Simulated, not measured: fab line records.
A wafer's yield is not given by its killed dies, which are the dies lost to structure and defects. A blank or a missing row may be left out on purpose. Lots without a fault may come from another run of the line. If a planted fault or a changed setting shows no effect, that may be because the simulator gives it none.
Which tool did it? / flow gf180mcu / 24 lots, 72 wafers sampled, at 6 steps of a route of 602

## WHAT THE GAUGES SHOWED, per wafer
GF_M4_RS_MEAS_05: a four-point-probe measurement.
lot=L074; measured=day 22 01:38; on=film_metro-02; M4_ALCU_RS (ohm/sq)=0.0700 0.0691 0.0697
lot=L075; measured=day 22 17:07; on=film_metro-02; M4_ALCU_RS (ohm/sq)=0.0694 0.0699 0.0697
lot=L076; measured=day 22 19:08; on=film_metro-01; M4_ALCU_RS (ohm/sq)=0.0699 0.0700 0.0693
lot=L077; measured=day 23 06:25; on=film_metro-01; M4_ALCU_RS (ohm/sq)=0.0701 0.0703 0.0713
lot=L078; measured=day 23 17:55; on=film_metro-02; M4_ALCU_RS (ohm/sq)=0.0697 0.0692 0.0694
lot=L079; measured=day 24 03:05; on=film_metro-02; M4_ALCU_RS (ohm/sq)=0.0698 0.0694 0.0699
lot=L080; measured=day 24 07:58; on=film_metro-01; M4_ALCU_RS (ohm/sq)=0.0708 0.0701 0.0707
lot=L081; measured=day 24 23:45; on=film_metro-02; M4_ALCU_RS (ohm/sq)=0.0695 0.0694 0.0691
lot=L082; measured=day 25 00:02; on=film_metro-03; M4_ALCU_RS (ohm/sq)=0.0702 0.0704 0.0698
lot=L083; measured=day 25 13:50; on=film_metro-03; M4_ALCU_RS (ohm/sq)=0.0698 0.0699 0.0691
lot=L084; measured=day 25 20:37; on=film_metro-03; M4_ALCU_RS (ohm/sq)=0.0702 0.0699 0.0705
lot=L085; measured=day 26 09:58; on=film_metro-01; M4_ALCU_RS (ohm/sq)=0.0683 0.0692 0.0693
lot=L086; measured=day 26 11:05; on=film_metro-01; M4_ALCU_RS (ohm/sq)=0.0707 0.0702 0.0710
lot=L087; measured=day 27 00:14; on=film_metro-02; M4_ALCU_RS (ohm/sq)=0.0699 0.0691 0.0699
lot=L088; measured=day 27 07:40; on=film_metro-02; M4_ALCU_RS (ohm/sq)=0.0704 0.0695 0.0697
lot=L089; measured=day 27 17:21; on=film_metro-03; M4_ALCU_RS (ohm/sq)=0.0687 0.0679 0.0690
lot=L090; measured=day 28 07:12; on=film_metro-03; M4_ALCU_RS (ohm/sq)=0.0699 0.0696 0.0699
lot=L091; measured=day 28 15:32; on=film_metro-01; M4_ALCU_RS (ohm/sq)=0.0727 0.0725 0.0716
lot=L092; measured=day 28 22:10; on=film_metro-03; M4_ALCU_RS (ohm/sq)=0.0710 0.0706 0.0706
lot=L093; measured=day 28 23:30; on=film_metro-01; M4_ALCU_RS (ohm/sq)=0.0698 0.0706 0.0710
lot=L094; measured=day 29 03:49; on=film_metro-02; M4_ALCU_RS (ohm/sq)=0.0686 0.0688 0.0685
lot=L095; measured=day 29 06:32; on=film_metro-01; M4_ALCU_RS (ohm/sq)=0.0696 0.0695 0.0693
lot=L096; measured=day 29 13:47; on=film_metro-01; M4_ALCU_RS (ohm/sq)=0.0693 0.0690 0.0685
lot=L097; measured=day 29 22:19; on=film_metro-03; M4_ALCU_RS (ohm/sq)=0.0696 0.0693 0.0692

GF_M5_OVL_MEAS_08.
lot=L074; measured=day 25 20:28; on=overlay-01; M5_OVL (nm)=-9 0 -4
lot=L075; measured=day 26 10:52; on=overlay-02; M5_OVL (nm)=-13 -1 -7
lot=L076; measured=day 26 13:40; on=overlay-01; M5_OVL (nm)=2 4 -4
lot=L077; measured=day 27 00:40; on=overlay-01; M5_OVL (nm)=-4 3 6
lot=L078; measured=day 27 09:31; on=overlay-01; M5_OVL (nm)=-12 2 2
lot=L079; measured=day 27 18:46; on=overlay-02; M5_OVL (nm)=-6 -7 -5
lot=L080; measured=day 27 23:19; on=overlay-01; M5_OVL (nm)=-3 -7 -7
lot=L081; measured=day 28 12:37; on=overlay-02; M5_OVL (nm)=2 0 2
lot=L082; measured=day 28 13:31; on=overlay-01; M5_OVL (nm)=-3 -3 -2
lot=L083; measured=day 29 02:22; on=overlay-01; M5_OVL (nm)=-10 -2 -6
lot=L084; measured=day 29 06:37; on=overlay-02; M5_OVL (nm)=-5 -12 -10
lot=L085; measured=day 29 19:46; on=overlay-01; M5_OVL (nm)=-6 -4 -8
lot=L086; measured=day 29 20:13; on=overlay-02; M5_OVL (nm)=-4 -2 -3
lot=L087; measured=day 30 07:28; on=overlay-02; M5_OVL (nm)=-1 -7 4
lot=L088; measured=day 30 14:04; on=overlay-02; M5_OVL (nm)=-5 6 -3
lot=L089; measured=day 30 22:56; on=overlay-02; M5_OVL (nm)=-15 -13 -4
lot=L090; measured=day 31 12:11; on=overlay-01; M5_OVL (nm)=-2 -7 -5
lot=L091; measured=day 31 19:25; on=overlay-02; M5_OVL (nm)=-19 -9 -6
lot=L092; measured=day 32 00:46; on=overlay-01; M5_OVL (nm)=-2 -3 -9
lot=L093; measured=day 32 02:40; on=overlay-01; M5_OVL (nm)=-3 -4 -6
lot=L094; measured=day 32 05:40; on=overlay-01; M5_OVL (nm)=-6 -8 -10
lot=L095; measured=day 32 09:14; on=overlay-01; M5_OVL (nm)=1 -4 -3
lot=L096; measured=day 32 14:39; on=overlay-02; M5_OVL (nm)=-3 -11 1
lot=L097; measured=day 32 23:19; on=overlay-01; M5_OVL (nm)=-8 -3 -6

## WHICH TOOL RAN EACH LOT (tool, then ch and the chambers of the sampled wafers, then the start)
lot=L074; GF_V2_ETCH_17=rie_diel-03 ch 0,2,3, day 22 01:38 or earlier; GF_V3_ETCH_17=rie_diel-03 ch 0,1, day 22 01:38 or earlier; GF_MIM_SPUTTER_09=pvd_sputter-01, day 24 01:26; GF_MIM_METAL_ETCH_19=rie_metal-04 ch 1, day 24 23:02
lot=L075; GF_V2_ETCH_17=rie_diel-02 ch 0,1,2, day 22 17:07 or earlier; GF_V3_ETCH_17=rie_diel-02 ch 0,2,3, day 22 17:07 or earlier; GF_MIM_SPUTTER_09=pvd_sputter-04, day 24 16:34; GF_MIM_METAL_ETCH_19=rie_metal-04 ch 0,1, day 25 13:13
lot=L076; GF_V2_ETCH_17=rie_diel-03 ch 0,2, day 22 19:08 or earlier; GF_V3_ETCH_17=rie_diel-02 ch 0,2,3, day 22 19:08 or earlier; GF_MIM_SPUTTER_09=pvd_sputter-04, day 24 18:41; GF_MIM_METAL_ETCH_19=rie_metal-02 ch 0,1, day 25 16:13
lot=L077; GF_V2_ETCH_17=rie_diel-02 ch 0,2,3, day 23 06:25 or earlier; GF_V3_ETCH_17=rie_diel-02 ch 0,1, day 23 06:25 or earlier; GF_MIM_SPUTTER_09=pvd_sputter-02, day 25 06:20; GF_MIM_METAL_ETCH_19=rie_metal-04 ch 0,1, day 26 03:08
lot=L078; GF_V2_ETCH_17=rie_diel-03 ch 0,1, day 23 17:55 or earlier; GF_V3_ETCH_17=rie_diel-02 ch 0,1,3, day 23 17:55 or earlier; GF_MIM_SPUTTER_09=pvd_sputter-01, day 25 15:40; GF_MIM_METAL_ETCH_19=rie_metal-01 ch 0,1, day 26 12:17
lot=L079; GF_V2_ETCH_17=rie_diel-02 ch 0,1, day 24 03:05 or earlier; GF_V3_ETCH_17=rie_diel-03 ch 0,1,3, day 24 03:05 or earlier; GF_MIM_SPUTTER_09=pvd_sputter-01, day 26 02:08; GF_MIM_METAL_ETCH_19=rie_metal-01 ch 0,1, day 26 22:49
lot=L080; GF_V2_ETCH_17=rie_diel-02 ch 1,2,3, day 24 07:58 or earlier; GF_V3_ETCH_17=rie_diel-03 ch 0,2, day 24 07:58 or earlier; GF_MIM_SPUTTER_09=pvd_sputter-02, day 26 05:58; GF_MIM_METAL_ETCH_19=rie_metal-01 ch 0,1, day 27 02:28
lot=L081; GF_V2_ETCH_17=rie_diel-02 ch 0,3, day 24 23:45 or earlier; GF_V3_ETCH_17=rie_diel-03 ch 0,2,3, day 24 23:45 or earlier; GF_MIM_SPUTTER_09=pvd_sputter-04, day 26 20:53; GF_MIM_METAL_ETCH_19=rie_metal-02 ch 0,1, day 27 17:55
lot=L082; GF_V2_ETCH_17=rie_diel-01 ch 0,3, day 25 00:02 or earlier; GF_V3_ETCH_17=rie_diel-04 ch 0,2, day 25 00:02 or earlier; GF_MIM_SPUTTER_09=pvd_sputter-02, day 26 21:29; GF_MIM_METAL_ETCH_19=rie_metal-04 ch 0,1, day 27 18:17
lot=L083; GF_V2_ETCH_17=rie_diel-03 ch 1,2,3, day 25 13:50 or earlier; GF_V3_ETCH_17=rie_diel-02 ch 1,2,3, day 25 13:50 or earlier; GF_MIM_SPUTTER_09=pvd_sputter-02, day 27 11:29; GF_MIM_METAL_ETCH_19=rie_metal-02 ch 0,1, day 28 06:56
lot=L084; GF_V2_ETCH_17=rie_diel-02 ch 0,2,3, day 25 20:37 or earlier; GF_V3_ETCH_17=rie_diel-03 ch 0,2,3, day 25 20:37 or earlier; GF_MIM_SPUTTER_09=pvd_sputter-02, day 27 16:14; GF_MIM_METAL_ETCH_19=rie_metal-02 ch 0, day 28 11:19
lot=L085; GF_V2_ETCH_17=rie_diel-02 ch 0,1,3, day 26 09:58 or earlier; GF_V3_ETCH_17=rie_diel-04 ch 1,2, day 26 09:58 or earlier; GF_MIM_SPUTTER_09=pvd_sputter-02, day 28 05:10; GF_MIM_METAL_ETCH_19=rie_metal-04 ch 0,1, day 29 00:17
lot=L086; GF_V2_ETCH_17=rie_diel-01 ch 0,1,3, day 26 11:05 or earlier; GF_V3_ETCH_17=rie_diel-02 ch 1,2, day 26 11:05 or earlier; GF_MIM_SPUTTER_09=pvd_sputter-02, day 28 05:47; GF_MIM_METAL_ETCH_19=rie_metal-01 ch 0,1, day 29 00:58
lot=L087; GF_V2_ETCH_17=rie_diel-01 ch 1,3, day 27 00:14 or earlier; GF_V3_ETCH_17=rie_diel-04 ch 0,1,2, day 27 00:14 or earlier; GF_MIM_SPUTTER_09=pvd_sputter-04, day 28 18:13; GF_MIM_METAL_ETCH_19=rie_metal-01 ch 0, day 29 12:25
lot=L088; GF_V2_ETCH_17=rie_diel-03 ch 1,2, day 27 07:40 or earlier; GF_V3_ETCH_17=rie_diel-04 ch 2,3, day 27 07:40 or earlier; GF_MIM_SPUTTER_09=pvd_sputter-02, day 29 00:11; GF_MIM_METAL_ETCH_19=rie_metal-04 ch 0, day 29 19:17
lot=L089; GF_V2_ETCH_17=rie_diel-01 ch 1,2,3, day 27 17:21 or earlier; GF_V3_ETCH_17=rie_diel-04 ch 0,3, day 27 17:21 or earlier; GF_MIM_SPUTTER_09=pvd_sputter-02, day 29 11:12; GF_MIM_METAL_ETCH_19=rie_metal-02 ch 0,1, day 30 04:29
lot=L090; GF_V2_ETCH_17=rie_diel-01 ch 1,3, day 28 07:12 or earlier; GF_V3_ETCH_17=rie_diel-02 ch 0,1,2, day 28 07:12 or earlier; GF_MIM_SPUTTER_09=pvd_sputter-01, day 30 00:02; GF_MIM_METAL_ETCH_19=rie_metal-04 ch 1, day 30 17:58
lot=L091; GF_V2_ETCH_17=rie_diel-03 ch 0,1,2, day 28 15:32 or earlier; GF_V3_ETCH_17=rie_diel-04 ch 1,2,3, day 28 15:32 or earlier; GF_MIM_SPUTTER_09=pvd_sputter-01, day 30 08:53; GF_MIM_METAL_ETCH_19=rie_metal-01 ch 0,1, day 31 02:11
lot=L092; GF_V2_ETCH_17=rie_diel-02 ch 0,1,2, day 28 22:10 or earlier; GF_V3_ETCH_17=rie_diel-04 ch 0,2, day 28 22:10 or earlier; GF_MIM_SPUTTER_09=pvd_sputter-04, day 30 13:57; GF_MIM_METAL_ETCH_19=rie_metal-01 ch 0,1, day 31 07:16
lot=L093; GF_V2_ETCH_17=rie_diel-02 ch 1,2, day 28 23:30 or earlier; GF_V3_ETCH_17=rie_diel-03 ch 1,2,3, day 28 23:30 or earlier; GF_MIM_SPUTTER_09=pvd_sputter-04, day 30 16:31; GF_MIM_METAL_ETCH_19=rie_metal-02 ch 0,1, day 31 09:47
lot=L094; GF_V2_ETCH_17=rie_diel-02 ch 0,1,3, day 29 03:49 or earlier; GF_V3_ETCH_17=rie_diel-04 ch 2,3, day 29 03:49 or earlier; GF_MIM_SPUTTER_09=pvd_sputter-01, day 30 19:15; GF_MIM_METAL_ETCH_19=rie_metal-04 ch 0,1, day 31 12:32
lot=L095; GF_V2_ETCH_17=rie_diel-02 ch 0,1,3, day 29 06:32 or earlier; GF_V3_ETCH_17=rie_diel-02 ch 0,1,3, day 29 06:32 or earlier; GF_MIM_SPUTTER_09=pvd_sputter-02, day 30 22:11; GF_MIM_METAL_ETCH_19=rie_metal-02 ch 0,1, day 31 16:08
lot=L096; GF_V2_ETCH_17=rie_diel-02 ch 0,1, day 29 13:47 or earlier; GF_V3_ETCH_17=rie_diel-03 ch 0,1,3, day 29 13:47 or earlier; GF_MIM_SPUTTER_09=pvd_sputter-04, day 31 04:33; GF_MIM_METAL_ETCH_19=rie_metal-04 ch 0,1, day 31 21:31
lot=L097; GF_V2_ETCH_17=rie_diel-03 ch 0,1,2, day 29 22:19 or earlier; GF_V3_ETCH_17=rie_diel-04 ch 1,2,3, day 29 22:19 or earlier; GF_MIM_SPUTTER_09=pvd_sputter-04, day 31 13:44; GF_MIM_METAL_ETCH_19=rie_metal-01 ch 0,1, day 32 06:50
- GF_V2_ETCH_17: etches SiO2 in C4F8/O2/Ar, stops on TiN, target depth 630 nm.
- GF_V3_ETCH_17: etches SiO2 in C4F8/O2/Ar, stops on TiN, target depth 635 nm.
- GF_MIM_SPUTTER_09: material TiN, target thk 35 nm, time 29.2 s.
- GF_MIM_METAL_ETCH_19: etches the open film in Cl2/BCl3, stops on Si3N4, target depth 324.5 nm, time 54.1 s.

## WHAT THE TOOLS THEMSELVES READ (means of the sampled wafers that have a number; where no wafer has one, the mark that the record gives instead)
GF_V2_ETCH_17.
lot=L074; tool=rie_diel-03; oes_product_au (a.u.)=0.854
lot=L075; tool=rie_diel-02; oes_product_au (a.u.)=0.853
lot=L076; tool=rie_diel-03; oes_product_au (a.u.)=0.856
lot=L077; tool=rie_diel-02; oes_product_au (a.u.)=0.858
lot=L078; tool=rie_diel-03; oes_product_au (a.u.)=0.857
lot=L079; tool=rie_diel-02; oes_product_au (a.u.)=0.855
lot=L080; tool=rie_diel-02; oes_product_au (a.u.)=0.856
lot=L081; tool=rie_diel-02; oes_product_au (a.u.)=0.856
lot=L082; tool=rie_diel-01; oes_product_au (a.u.)=0.852
lot=L083; tool=rie_diel-03; oes_product_au (a.u.)=0.853
lot=L084; tool=rie_diel-02; oes_product_au (a.u.)=0.857
lot=L085; tool=rie_diel-02; oes_product_au (a.u.)=0.855
lot=L086; tool=rie_diel-01; oes_product_au (a.u.)=0.855
lot=L087; tool=rie_diel-01; oes_product_au (a.u.)=0.859
lot=L088; tool=rie_diel-03; oes_product_au (a.u.)=0.854
lot=L089; tool=rie_diel-01; oes_product_au (a.u.)=0.855
lot=L090; tool=rie_diel-01; oes_product_au (a.u.)=0.855
lot=L091; tool=rie_diel-03; oes_product_au (a.u.)=0.853
lot=L092; tool=rie_diel-02; oes_product_au (a.u.)=0.854
lot=L093; tool=rie_diel-02; oes_product_au (a.u.)=0.852
lot=L094; tool=rie_diel-02; oes_product_au (a.u.)=0.857
lot=L095; tool=rie_diel-02; oes_product_au (a.u.)=0.850
lot=L096; tool=rie_diel-02; oes_product_au (a.u.)=0.855
lot=L097; tool=rie_diel-03; oes_product_au (a.u.)=0.853

GF_V3_ETCH_17.
lot=L074; tool=rie_diel-03; oes_product_au (a.u.)=0.856
lot=L075; tool=rie_diel-02; oes_product_au (a.u.)=0.852
lot=L076; tool=rie_diel-02; oes_product_au (a.u.)=0.855
lot=L077; tool=rie_diel-02; oes_product_au (a.u.)=0.858
lot=L078; tool=rie_diel-02; oes_product_au (a.u.)=0.855
lot=L079; tool=rie_diel-03; oes_product_au (a.u.)=0.855
lot=L080; tool=rie_diel-03; oes_product_au (a.u.)=0.853
lot=L081; tool=rie_diel-03; oes_product_au (a.u.)=0.855
lot=L082; tool=rie_diel-04; oes_product_au (a.u.)=0.850
lot=L083; tool=rie_diel-02; oes_product_au (a.u.)=0.862
lot=L084; tool=rie_diel-03; oes_product_au (a.u.)=0.861
lot=L085; tool=rie_diel-04; oes_product_au (a.u.)=0.856
lot=L086; tool=rie_diel-02; oes_product_au (a.u.)=0.856
lot=L087; tool=rie_diel-04; oes_product_au (a.u.)=0.857
lot=L088; tool=rie_diel-04; oes_product_au (a.u.)=0.856
lot=L089; tool=rie_diel-04; oes_product_au (a.u.)=0.859
lot=L090; tool=rie_diel-02; oes_product_au (a.u.)=0.856
lot=L091; tool=rie_diel-04; oes_product_au (a.u.)=0.860
lot=L092; tool=rie_diel-04; oes_product_au (a.u.)=0.857
lot=L093; tool=rie_diel-03; oes_product_au (a.u.)=0.860
lot=L094; tool=rie_diel-04; oes_product_au (a.u.)=0.854
lot=L095; tool=rie_diel-02; oes_product_au (a.u.)=0.855
lot=L096; tool=rie_diel-03; oes_product_au (a.u.)=0.855
lot=L097; tool=rie_diel-04; oes_product_au (a.u.)=0.859

GF_MIM_SPUTTER_09.
lot=L074; tool=pvd_sputter-01; chamber_pressure_pa (Pa)=0.4002; throttle_valve_pct (%)=30.0
lot=L075; tool=pvd_sputter-04; chamber_pressure_pa (Pa)=0.4002; throttle_valve_pct (%)=30.3
lot=L076; tool=pvd_sputter-04; chamber_pressure_pa (Pa)=0.4007; throttle_valve_pct (%)=29.1
lot=L077; tool=pvd_sputter-02; chamber_pressure_pa (Pa)=0.4004; throttle_valve_pct (%)=29.0
lot=L078; tool=pvd_sputter-01; chamber_pressure_pa (Pa)=0.4002; throttle_valve_pct (%)=30.4
lot=L079; tool=pvd_sputter-01; chamber_pressure_pa (Pa)=0.4011; throttle_valve_pct (%)=28.8
lot=L080; tool=pvd_sputter-02; chamber_pressure_pa (Pa)=0.4006; throttle_valve_pct (%)=28.9
lot=L081; tool=pvd_sputter-04; chamber_pressure_pa (Pa)=0.3995; throttle_valve_pct (%)=29.2
lot=L082; tool=pvd_sputter-02; chamber_pressure_pa (Pa)=0.4000; throttle_valve_pct (%)=29.6
lot=L083; tool=pvd_sputter-02; chamber_pressure_pa (Pa)=0.4006; throttle_valve_pct (%)=29.4
lot=L084; tool=pvd_sputter-02; chamber_pressure_pa (Pa)=0.3998; throttle_valve_pct (%)=29.8
lot=L085; tool=pvd_sputter-02; chamber_pressure_pa (Pa)=0.3998; throttle_valve_pct (%)=30.0
lot=L086; tool=pvd_sputter-02; chamber_pressure_pa (Pa)=0.3996; throttle_valve_pct (%)=29.5
lot=L087; tool=pvd_sputter-04; chamber_pressure_pa (Pa)=0.4004; throttle_valve_pct (%)=30.2
lot=L088; tool=pvd_sputter-02; chamber_pressure_pa (Pa)=0.4009; throttle_valve_pct (%)=29.0
lot=L089; tool=pvd_sputter-02; chamber_pressure_pa (Pa)=0.4001; throttle_valve_pct (%)=29.9
lot=L090; tool=pvd_sputter-01; chamber_pressure_pa (Pa)=0.3996; throttle_valve_pct (%)=30.2
lot=L091; tool=pvd_sputter-01; chamber_pressure_pa (Pa)=0.3998; throttle_valve_pct (%)=28.8
lot=L092; tool=pvd_sputter-04; chamber_pressure_pa (Pa)=0.3996; throttle_valve_pct (%)=28.5
lot=L093; tool=pvd_sputter-04; chamber_pressure_pa (Pa)=0.4004; throttle_valve_pct (%)=28.0
lot=L094; tool=pvd_sputter-01; chamber_pressure_pa (Pa)=0.4005; throttle_valve_pct (%)=30.1
lot=L095; tool=pvd_sputter-02; chamber_pressure_pa (Pa)=0.4001; throttle_valve_pct (%)=29.0
lot=L096; tool=pvd_sputter-04; chamber_pressure_pa (Pa)=0.4000; throttle_valve_pct (%)=29.1
lot=L097; tool=pvd_sputter-04; chamber_pressure_pa (Pa)=0.3993; throttle_valve_pct (%)=29.4

GF_MIM_METAL_ETCH_19.
lot=L074; tool=rie_metal-04; drypump_motor_current_A (A)=6.3; oes_product_au (a.u.)=0.943; throttle_valve_pct (%)=28.280
lot=L075; tool=rie_metal-04; drypump_motor_current_A (A)=6.5; oes_product_au (a.u.)=0.942; throttle_valve_pct (%)=28.281
lot=L076; tool=rie_metal-02; drypump_motor_current_A (A)=5.6; oes_product_au (a.u.)=0.941; throttle_valve_pct (%)=28.281
lot=L077; tool=rie_metal-04; drypump_motor_current_A (A)=6.4; oes_product_au (a.u.)=0.942; throttle_valve_pct (%)=28.274
lot=L078; tool=rie_metal-01; drypump_motor_current_A (A)=5.4; oes_product_au (a.u.)=0.945; throttle_valve_pct (%)=28.276
lot=L079; tool=rie_metal-01; drypump_motor_current_A (A)=5.5; oes_product_au (a.u.)=0.938; throttle_valve_pct (%)=28.282
lot=L080; tool=rie_metal-01; drypump_motor_current_A (A)=5.5; oes_product_au (a.u.)=0.946; throttle_valve_pct (%)=28.280
lot=L081; tool=rie_metal-02; drypump_motor_current_A (A)=5.4; oes_product_au (a.u.)=0.948; throttle_valve_pct (%)=28.270
lot=L082; tool=rie_metal-04; drypump_motor_current_A (A)=6.5; oes_product_au (a.u.)=0.941; throttle_valve_pct (%)=28.283
lot=L083; tool=rie_metal-02; drypump_motor_current_A (A)=5.6; oes_product_au (a.u.)=0.942; throttle_valve_pct (%)=28.291
lot=L084; tool=rie_metal-02; drypump_motor_current_A (A)=5.8; oes_product_au (a.u.)=0.941; throttle_valve_pct (%)=28.277
lot=L085; tool=rie_metal-04; drypump_motor_current_A (A)=6.5; oes_product_au (a.u.)=0.941; throttle_valve_pct (%)=28.291
lot=L086; tool=rie_metal-01; drypump_motor_current_A (A)=5.4; oes_product_au (a.u.)=0.941; throttle_valve_pct (%)=28.279
lot=L087; tool=rie_metal-01; drypump_motor_current_A (A)=5.5; oes_product_au (a.u.)=0.942; throttle_valve_pct (%)=28.285
lot=L088; tool=rie_metal-04; drypump_motor_current_A (A)=6.6; oes_product_au (a.u.)=0.942; throttle_valve_pct (%)=28.280
lot=L089; tool=rie_metal-02; drypump_motor_current_A (A)=5.4; oes_product_au (a.u.)=0.939; throttle_valve_pct (%)=28.276
lot=L090; tool=rie_metal-04; drypump_motor_current_A (A)=6.3; oes_product_au (a.u.)=0.944; throttle_valve_pct (%)=28.282
lot=L091; tool=rie_metal-01; drypump_motor_current_A (A)=5.4; oes_product_au (a.u.)=0.937; throttle_valve_pct (%)=28.281
lot=L092; tool=rie_metal-01; drypump_motor_current_A (A)=5.4; oes_product_au (a.u.)=0.940; throttle_valve_pct (%)=28.283
lot=L093; tool=rie_metal-02; drypump_motor_current_A (A)=5.4; oes_product_au (a.u.)=0.942; throttle_valve_pct (%)=28.284
lot=L094; tool=rie_metal-04; drypump_motor_current_A (A)=6.5; oes_product_au (a.u.)=0.939; throttle_valve_pct (%)=28.275
lot=L095; tool=rie_metal-02; drypump_motor_current_A (A)=5.6; oes_product_au (a.u.)=0.946; throttle_valve_pct (%)=28.276
lot=L096; tool=rie_metal-04; drypump_motor_current_A (A)=6.4; oes_product_au (a.u.)=0.944; throttle_valve_pct (%)=28.286
lot=L097; tool=rie_metal-01; drypump_motor_current_A (A)=5.5; oes_product_au (a.u.)=0.940; throttle_valve_pct (%)=28.277

## THE ANSWER, worked out from the rows above alone
Rule: the usual values come from the lots themselves. The widest of any qualifying gaps counts: lots, ordered by their means at a reading, are off when they make up no more than a third of the lots, leave a main group of 4 or more, and stand apart from it by 3 or more times the standard deviation of that group's means. A main group is skipped when, at the precision printed for the reading in the tables above, its means are all equal. A lot without any number at a reading at which 4 lots or more have one is off too. The other lots that the step has rows for count as sound. The gauges are gone through in route order, then the tools' own readings, and for those a lot's mean is taken as printed above. The first step at which some lot is off is used, and at that step the reading that is off furthest; a lot without a number counts as furthest.
Across all readings shown, no lot is off: no conclusion can be drawn from this.

## WHAT THE SIMULATOR PUT IN
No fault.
